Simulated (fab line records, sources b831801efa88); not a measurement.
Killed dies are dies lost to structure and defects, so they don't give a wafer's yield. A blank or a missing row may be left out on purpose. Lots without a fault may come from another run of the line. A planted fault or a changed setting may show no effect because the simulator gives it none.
Chamber matching | flow sky130 | SKY_LI_CONTACT_HDPCVD_00 on hdpcvd-01: 3 sister chambers
The step deposits PSG, target thk 930 nm, time 155 s. 3 wafers are shown with their chamber, then 7 later ones without.

WAFERS WITH THEIR CHAMBER
wafer  | chamber | run_length_s (s)
L402.4 | 2       | 183.4
L405.1 | 1       | 182.0
L405.5 | 0       | 183.2

WAFERS WITHOUT THEIR CHAMBER
wafer  | run_length_s (s)
L405.6 | 183.3
L406.1 | 182.4
L406.2 | 182.6
L406.6 | 183.6
L408.2 | 181.8
L408.3 | 183.2
L408.4 | 181.7

WHICH CHAMBER EACH WENT THROUGH
wafer  | from the rows above          | in truth
L405.6 | can't be placed: 2 or 0      | 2
L406.1 | can't be placed: 1 or 0 or 2 | 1
L406.2 | can't be placed: 0 or 1 or 2 | 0
L406.6 | can't be placed: 2 or 0      | 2
L408.2 | 1                            | 1
L408.3 | can't be placed: 0 or 2      | 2
L408.4 | 1                            | 1
Placed correctly: 2 of 7. Can't be placed from these rows: 5 (the true chamber is among the candidates in 5). Placed wrongly: 0.
How it was worked out, from the rows above alone: a wafer's distance from a chamber is the root of the sum, over the readings, of the square of ((its reading less the chamber's mean) divided by the reading's scatter). The wafer belongs to the nearest chamber; if the next one is less than 2 further off, it can't be placed. A chamber's mean is the mean of its shown wafers. The scatter: with one shown wafer a chamber, the root of the mean of the squares of how far each hidden wafer lies from its nearest shown one.
